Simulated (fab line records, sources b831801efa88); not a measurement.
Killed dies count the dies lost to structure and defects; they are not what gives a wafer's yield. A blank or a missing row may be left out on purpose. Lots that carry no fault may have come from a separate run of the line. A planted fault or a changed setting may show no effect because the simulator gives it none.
The same fault as seen by 2 desks    flow sky130    numbers are kept per desk, each desk with only its own; the story behind them comes last

FROM THE METROLOGY DESK
What the gauges read, lot by lot, whatever tool the lot ran on: means of the sampled wafers that have a number. Marked OUT: a lot whose mean sits more than 4 standard deviations from the usual mean, which makes it out of limits; the brackets give that distance.
Columns: A = SD_P_RS at SKY_SD_N_RS_MEAS_17, usual 147.1 ohm/sq
lot   first seen here  A
L825  day 27 10:44     147.3
L826  day 27 22:31     147.2
L831  day 29 19:22     147.2
L836  day 31 13:42     147.2
L837  day 31 22:09     146.9
L838  day 31 23:16     147.0
L842  day 33 15:08     147.1
L843  day 33 15:26     147.6
L845  day 34 11:34     146.4
L847  day 34 19:30     146.5
L848  day 35 11:08     146.6
This desk found nothing out of limits on any of the 11 lots.

FOR THE TOOL OWNER'S DESK: wet_bench-02
The tool's own readings at SKY_FIELD_ISO_WET_ETCH_30 (etches SiO2 in dHF, target depth 25 nm, time 50 s): means of the sampled wafers that have a number, for each lot that ran on this tool. Marked OUT: a lot whose mean sits more than 4 standard deviations from the usual mean, which makes it out of limits; the brackets give that distance.
Columns: A = bath_heat_duty_pct at SKY_FIELD_ISO_WET_ETCH_30, usual 6.4 %; B = temp_c at SKY_FIELD_ISO_WET_ETCH_30, usual 25.01 C
lot   first seen here  A               B
L826  day 2 17:52      6.7             25.03
L831  day 3 18:15      0.0 (-7.9) OUT  15.07 (-99 or more) OUT
L836  day 4 21:16      0.0 (-7.9) OUT  15.09 (-99 or more) OUT
L848  day 7 14:01      7.2             25.14
This desk's finding: out of limits on L831, L836; first on L831, day 3 18:15 (bath_heat_duty_pct at SKY_FIELD_ISO_WET_ETCH_30). L826, L848: within limits.

ALL TOGETHER
An alarm could have come from the tool owner's desk at day 3 18:15, on L831, L836.
From the metrology desk's view, nothing was out of limits.
The metrology desk holds a record of L831, L836, inside its limits.
Of the lots named, all ran SKY_FIELD_ISO_WET_ETCH_30 on wet_bench-02.

WHAT WAS PUT IN BY THE SIMULATOR
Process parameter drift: wet_bench-02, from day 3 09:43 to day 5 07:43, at SKY_FIELD_ISO_WET_ETCH_30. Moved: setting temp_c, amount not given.
Lots struck among those shown: L831, L836.
Time in hours from fault onset to the first out-of-limits reading at each desk: the tool owner's desk, 9.
